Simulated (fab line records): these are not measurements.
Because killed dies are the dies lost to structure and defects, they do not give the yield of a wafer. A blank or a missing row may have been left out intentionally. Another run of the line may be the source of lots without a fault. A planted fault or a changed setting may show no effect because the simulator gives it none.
fab line records	flow sky130
[record] lots = 12	wafers = 36	last-day = 49
route steps=708 shown RES_PROTECT@214 POLY_CUT@319 RES_XHIGH@335 CONTACT@407 PAD_OPEN@708
lots that met no fault: taken from a fault-free run of the same line
start-h: start of the lot's first displayed wafer, in hours after the record's first day	wait-h: hours since the lot's step before	" same as the row above	L1.1+2: a single row standing in for several wafers	- no value, or no start was given	* or withheld: withheld	< > ~ a bound
route shown NAME@n: names a module that has steps shown in the file, with the first one's number in the route	usual: mean/standard deviation of fault-free wafers	same: alike in all rows	chamber/n: place in a boat	sites: the reading at each site	_std_site: the values' standard deviation	_edge_site: inner sites' mean taken away from outer sites' mean	radius-mm: for every site, how far away it sits from the centre of the wafer	mask NAME#n: copy n	behind: the most recent tool/chamber to have shaped the wafer	hold: why the lot was held/for how many hours/how that ended	device: transistor that didn't switch, given as n, p or np	end of line: tests of these same wafers at the route's end	step lacking rows: just its recipe	killed: dies lost to structure and defects at the first sort, not the wafer's yield	map: shows each die of a wafer: x if killed, . if not, _ if none is there
set.NAME: the run value of the setting; set.NAME@STEP: its run value at that earlier step	model.NAME: the simulator's own value behind a step, which no gauge read
the route's steps for a sample of lots (tables are steps, rows are wafers)
services: when a tool's chamber went out of use (start-h, in hours from the record's first day, below 0 if earlier), for how many hours, and the reason
[[steps]]
[step SKY_RES_PROTECT_STRIP_07]
[recipe] chemistry = O2/N2	power-w = 1400	pressure-mtorr = 1500	platen-temp-c = withheld	o2-flow-sccm = 3000	n2-flow-sccm = 300	overash-fraction = 0.5
[usual] drypump-motor-current-A = 5.4/0.54	oes-product-au = 0.516/0.0048	strip-time-to-endpoint-s = 23.43/0.042
lot.wafer	tool	chamber	start-h	wait-h	drypump-motor-current-A	oes-product-au	rf-hours-counter-h	strip-time-to-endpoint-s
L193.1	plasma-asher-03	1	337.55	0.1	4.6	0.518	22	23.40
L193.4	"	0	"	"	5.7	0.512	-	23.46
L193.5	"	0	"	"	5.7	0.517	-	23.42
L195.2	plasma-asher-03	0	357.91	0.1	5.8	0.513	24	23.37
L195.5	"	1	"	"	4.7	0.513	-	23.37
L195.6	"	0	"	"	5.8	0.514	-	23.39
L201.3	plasma-asher-02	1	409.64	0.1	5.8	0.509	-	23.42
L201.4	"	0	"	"	6.2	0.518	-	23.38
L201.5	"	1	"	"	5.8	0.516	-	23.41
L204.3	plasma-asher-03	0	438.20	0.1	5.7	0.512	-	23.43
L204.4	"	1	"	"	4.7	0.515	-	23.41
L204.6	"	1	"	"	4.6	0.520	-	23.45
L205.1	plasma-asher-03	0	444.96	0.1	5.7	0.508	33	23.48
L205.4	"	1	"	"	4.7	0.513	-	23.47
L205.6	"	0	"	"	5.7	0.517	-	23.49
L206.1	plasma-asher-03	1	452.06	0.1	4.7	0.510	34	23.42
L206.4	"	1	"	"	4.7	0.499	-	23.35
L206.5	"	0	"	"	5.7	0.517	-	23.36
L207.2	plasma-asher-03	1	461.45	0.1	4.7	0.511	35	23.40
L207.3	"	1	"	"	4.6	0.518	-	23.42
L207.5	"	0	"	"	5.7	0.523	-	23.43
L208.1	plasma-asher-01	0	469.21	0.1	4.9	0.511	4	23.48
L208.2	"	1	"	"	5.5	0.512	4	23.45
L208.3	"	1	"	"	5.5	0.515	-	23.43
L210.1	plasma-asher-03	1	485.76	0.1	4.6	0.510	37	23.41
L210.2	"	0	"	"	5.7	0.516	37	23.46
L210.4	"	0	"	"	5.7	0.512	-	23.38
L212.2	plasma-asher-01	1	503.59	0.1	5.5	0.513	7	23.41
L212.3	"	0	"	"	5.0	0.519	-	23.41
L212.6	"	1	"	"	5.5	0.519	-	23.45
L213.1	plasma-asher-02	0	514.91	0.1	6.2	0.511	85	23.40
L213.2	"	1	"	"	5.8	0.512	85	23.38
L213.3	"	1	"	"	5.8	0.514	-	23.43
L214.1	plasma-asher-02	1	521.06	0.1	5.8	0.514	85	23.43
L214.4	"	1	"	"	5.8	0.509	-	23.44
L214.5	"	1	"	"	5.8	0.514	-	23.40
[step SKY_POLY_CUT_STRIP_12]
[recipe] chemistry = O2/N2	power-w = 1400	pressure-mtorr = 1500	platen-temp-c = withheld	o2-flow-sccm = 3000	n2-flow-sccm = 300	overash-fraction = 0.5
[usual] drypump-motor-current-A = 5.4/0.54	oes-product-au = 0.452/0.0044	strip-time-to-endpoint-s = 5.351/0.016
lot.wafer	tool	chamber	start-h	wait-h	drypump-motor-current-A	oes-product-au	rf-hours-counter-h	strip-time-to-endpoint-s
L193.1	plasma-asher-04	1	553.88	0.0	5.5	0.450	69	5.356
L193.4	"	1	"	"	5.4	0.458	-	5.357
L193.5	"	1	"	"	5.4	0.448	-	5.361
L195.2	plasma-asher-04	0	580.13	0.0	6.3	0.448	71	5.319
L195.5	"	0	"	"	6.3	0.457	-	5.337
L195.6	"	1	"	"	5.5	0.447	-	5.321
L201.3	plasma-asher-01	0	631.47	0.1	5.0	0.453	-	5.345
L201.4	"	1	"	"	5.5	0.453	-	5.363
L201.5	"	0	"	"	4.9	0.447	-	5.354
L204.3	plasma-asher-03	1	653.02	0.1	4.7	0.455	-	5.357
L204.4	"	0	"	"	5.7	0.453	-	5.326
L204.6	"	1	"	"	4.7	0.449	-	5.340
L205.1	plasma-asher-04	1	659.63	0.0	5.5	0.446	79	5.368
L205.4	"	0	"	"	6.3	0.458	-	5.383
L205.6	"	1	"	"	5.5	0.453	-	5.353
L206.1	plasma-asher-04	1	667.08	0.0	5.5	0.450	80	5.371
L206.4	"	1	"	"	5.4	0.447	-	5.374
L206.5	"	0	"	"	6.3	0.452	-	5.371
L207.2	plasma-asher-01	1	675.18	0.0	5.5	0.456	24	5.368
L207.3	"	1	"	"	5.5	0.443	-	5.353
L207.5	"	1	"	"	5.5	0.453	-	5.338
L208.1	plasma-asher-03	1	680.59	0.0	4.6	0.452	56	5.350
L208.2	"	0	"	"	5.8	0.449	56	5.324
L208.3	"	1	"	"	4.6	0.444	-	5.324
L210.1	plasma-asher-03	0	697.23	0.0	5.7	0.449	57	5.366
L210.2	"	1	"	"	4.7	0.450	57	5.323
L210.4	"	0	"	"	5.7	0.454	-	5.362
L212.2	plasma-asher-01	0	712.79	0.0	4.9	0.454	28	5.347
L212.3	"	0	"	"	4.9	0.453	-	5.347
L212.6	"	0	"	"	4.9	0.450	-	5.333
L213.1	plasma-asher-03	1	722.04	0.0	4.6	0.456	60	5.355
L213.2	"	0	"	"	5.7	0.453	60	5.346
L213.3	"	0	"	"	5.7	0.445	-	5.339
L214.1	plasma-asher-01	1	727.35	0.0	5.5	0.453	30	5.352
L214.4	"	0	"	"	4.9	0.446	-	5.368
L214.5	"	0	"	"	5.0	0.469	-	5.355
[step SKY_RES_XHIGH_SOFTBAKE_03]
[recipe] temp-c = 90	time-s = 60	resist = NOVOLAK
[usual] plate-temp-C = 90.02/0.13	run-length-s = 89.21/0.099
lot.wafer	tool	chamber	start-h	wait-h	plate-temp-C	run-length-s
L193.1	litho-track-01	0	598.26	0.1	89.91	89.42
L193.4	"	0	"	"	90.14	89.31
L193.5	"	0	"	"	90.26	89.09
L195.2	litho-track-01	0	622.84	0.1	89.88	89.29
L195.5	"	0	"	"	89.87	89.37
L195.6	"	0	"	"	89.84	89.10
L201.3	litho-track-04	0	674.10	0.1	90.24	89.27
L201.4	"	0	"	"	90.01	89.16
L201.5	"	0	"	"	89.95	89.18
L204.3	litho-track-02	0	695.14	0.1	90.13	96.19
L204.4	"	0	"	"	90.08	96.01
L204.6	"	0	"	"	89.86	96.25
L205.1	litho-track-02	0	701.84	0.1	90.08	96.15
L205.4	"	0	"	"	89.81	96.12
L205.6	"	0	"	"	89.89	96.16
L206.1	litho-track-01	0	709.11	0.1	89.94	89.22
L206.4	"	0	"	"	90.01	89.14
L206.5	"	0	"	"	90.04	89.18
L207.2	litho-track-04	0	716.57	0.1	89.86	89.13
L207.3	"	0	"	"	89.90	89.36
L207.5	"	0	"	"	89.97	89.31
L208.1	litho-track-01	0	721.31	0.1	90.11	89.17
L208.2	"	0	"	"	89.80	89.26
L208.3	"	0	"	"	89.83	89.39
L210.1	litho-track-04	0	738.10	0.1	90.07	89.34
L210.2	"	0	"	"	90.27	89.14
L210.4	"	0	"	"	89.99	89.21
L212.2	litho-track-01	0	753.99	0.1	90.06	89.21
L212.3	"	0	"	"	90.25	89.09
L212.6	"	0	"	"	90.19	89.16
L213.1	litho-track-01	0	763.06	0.1	89.95	89.17
L213.2	"	0	"	"	90.10	89.22
L213.3	"	0	"	"	90.04	89.27
L214.1	litho-track-01	0	767.66	0.1	90.20	89.13
L214.4	"	0	"	"	90.17	89.34
L214.5	"	0	"	"	89.91	89.31
[step SKY_CONTACT_THK_MEAS_01]
[recipe] reads = Si3N4_of_CONTACT_CVD_00
[usual] CONTACT_CVD_00_THK = 74.7/0.95
lot.wafer	tool	chamber	start-h	wait-h	CONTACT_CVD_00_THK[nm]
L193.1	film-metro-03	-	700.63	-	73.8
L193.4	"	-	"	"	75.4
L193.5	"	-	"	"	75.4
L195.2	film-metro-03	-	724.15	-	75.0
L195.5	"	-	"	"	75.0
L195.6	"	-	"	"	76.1
L201.3	film-metro-02	-	774.08	-	74.2
L201.4	"	-	"	"	74.3
L201.5	"	-	"	"	74.2
L204.3	film-metro-03	-	793.70	-	75.9
L204.4	"	-	"	"	76.7
L204.6	"	-	"	"	75.8
L205.1	film-metro-04	-	799.85	-	74.5
L205.4	"	-	"	"	75.9
L205.6	"	-	"	"	76.1
L206.1	film-metro-04	-	806.96	-	74.9
L206.4	"	-	"	"	75.2
L206.5	"	-	"	"	73.9
L207.2	film-metro-02	-	813.07	-	74.0
L207.3	"	-	"	"	74.0
L207.5	"	-	"	"	74.6
L208.1	film-metro-02	-	819.31	-	73.7
L208.2	"	-	"	"	74.6
L208.3	"	-	"	"	73.9
L210.1	film-metro-03	-	833.47	-	73.4
L210.2	"	-	"	"	72.9
L210.4	"	-	"	"	74.2
L212.2	film-metro-04	-	850.07	-	73.0
L212.3	"	-	"	"	73.6
L212.6	"	-	"	"	75.3
L213.1	film-metro-02	-	858.19	-	73.0
L213.2	"	-	"	"	73.1
L213.3	"	-	"	"	72.0
L214.1	film-metro-03	-	862.32	-	75.0
L214.4	"	-	"	"	75.8
L214.5	"	-	"	"	75.0
[step SKY_PAD_OPEN_PROBE_99]
[usual] killed_at_M0_to_M3 = 43/6.9	killed_at_M4_up = 3.2/2	killed-at-contacts = 25/5.1	killed-at-front-end = 15/4.5	killed-at-other = 0.2/0.51	killed-dies = 85/9.5	killed-open = 48/6.9	killed-short = 38/6.7
[same] gross-dies = 492	killed-at-back-side = 0
lot.wafer	tool	chamber	start-h	wait-h	killed_at_M0_to_M3	killed_at_M4_up	killed-at-contacts	killed-at-front-end	killed-at-other	killed-dies	killed-open	killed-short
L204.3	prober-01	-	1139.44	0.2	44	7	20	10	0	81	43	38
L204.4	prober-01	-	1139.49	0.2	43	6	26	21	0	96	58	38
L204.6	prober-01	-	1139.59	0.2	60	2	27	15	0	104	56	48
L206.1	prober-01	-	1150.01	0.1	51	5	19	24	1	100	58	42
L206.4	prober-01	-	1150.16	0.2	32	6	28	11	1	78	42	36
L206.5	prober-01	-	1150.21	0.2	35	3	21	21	1	81	45	36
// killed by level:class
L204.3 VIA1:geometric-particle:open=10 CONTACT:geometric-particle:open=7 VIA3:geometric-particle:open=7 METAL2:geometric-particle:short=6 METAL4:geometric-particle:short=5 LOCAL_INTERCONNECT:geometric-particle:short=5 CONTACT:geometric-particle:short=5 VIA1:geometric-particle:short=4
L204.4 VIA1:geometric-particle:open=13 CONTACT:geometric-particle:open=10 VIA3:geometric-particle:open=9 FIELD_ISO:geometric-particle:short=8 LI_CONTACT:geometric-particle:open=8 FIELD_ISO:geometric-particle:open=5 METAL4:geometric-particle:short=5 METAL2:geometric-particle:short=5
L204.6 VIA1:geometric-particle:open=19 VIA2:geometric-particle:open=11 LI_CONTACT:geometric-particle:open=7 CONTACT:geometric-particle:open=7 CONTACT:geometric-particle:short=7 FIELD_ISO:geometric-particle:short=6 METAL3:geometric-particle:short=6 LOCAL_INTERCONNECT:geometric-particle:short=5
L206.1 VIA1:geometric-particle:open=10 CONTACT:geometric-particle:open=10 POLY_GATE:geometric-particle:short=9 VIA2:geometric-particle:open=9 VIA3:geometric-particle:open=9 VIA1:geometric-particle:short=7 METAL2:geometric-particle:short=6 LI_CONTACT:geometric-particle:open=5
L206.4 CONTACT:geometric-particle:open=13 VIA1:geometric-particle:open=10 POLY_GATE:geometric-particle:short=5 CONTACT:geometric-particle:short=5 LI_CONTACT:geometric-particle:open=5 VIA2:geometric-particle:open=5 METAL3:geometric-particle:short=4 METAL4:geometric-particle:short=4
L206.5 VIA1:geometric-particle:open=10 CONTACT:geometric-particle:open=8 VIA2:geometric-particle:open=7 CONTACT:geometric-particle:short=6 FIELD_ISO:geometric-particle:open=5 LI_CONTACT:geometric-particle:open=5 POLY_GATE:geometric-particle:short=4 METAL1:geometric-particle:short=4
[[services]]
tool	chamber	start-h	hours	kind
plasma-asher-03	-	314.61	1.6	repair
plasma-asher-04	-	348.73	13.9	repair
plasma-asher-02	-	367.86	12.4	repair
plasma-asher-04	-	407.49	2.8	pm
plasma-asher-01	-	421.25	9.0	pm
plasma-asher-01	0	421.25	9.0	vent-cycle
plasma-asher-01	1	421.25	9.0	vent-cycle
plasma-asher-01	0	430.25	-	clean
plasma-asher-01	1	430.25	-	clean
plasma-asher-03	-	463.79	1.7	repair
plasma-asher-03	-	471.92	1.0	repair
plasma-asher-04	-	490.14	3.5	repair
plasma-asher-03	-	496.46	1.6	repair
plasma-asher-01	-	518.74	0.4	repair
plasma-asher-03	-	647.33	4.4	repair
plasma-asher-04	-	650.03	8.3	repair
plasma-asher-03	-	660.19	2.8	pm
plasma-asher-02	-	680.79	1.9	repair
plasma-asher-04	-	719.60	3.7	repair
plasma-asher-02	-	733.75	9.0	pm
plasma-asher-02	0	733.75	9.0	vent-cycle
plasma-asher-02	1	733.75	9.0	vent-cycle
plasma-asher-02	0	742.75	-	clean
plasma-asher-02	1	742.75	-	clean
[[key]]
[first-sign] step = SKY_RES_XHIGH_SOFTBAKE_03	reading = run-length-s	direction = up	sigmas = 70	usual = *	struck = *
effect none on later readings
met-at SKY_RES_XHIGH_SOFTBAKE_03
struck-lots L204,L205
tester-left-out L204,L205
not-acting-at SKY_RES_PROTECT_STRIP_07,SKY_POLY_CUT_STRIP_12,SKY_CONTACT_THK_MEAS_01
[fault] kind = process-parameter-drift	tool = litho-track-02	chamber = -	onset-h = 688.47	steps = SKY_RES_XHIGH_SOFTBAKE_03	channel = time-s	offset = *	shape = step	end-h = 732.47	acts-in = *	stated = *
// tester-left-out: of these lots the tester's yield and bins aren't shown, on N5 and GAA mostly nor the transistor test; their killed dies are dies lost to structure and defects alone, not to doping, threshold or leakage, so they don't give the yield
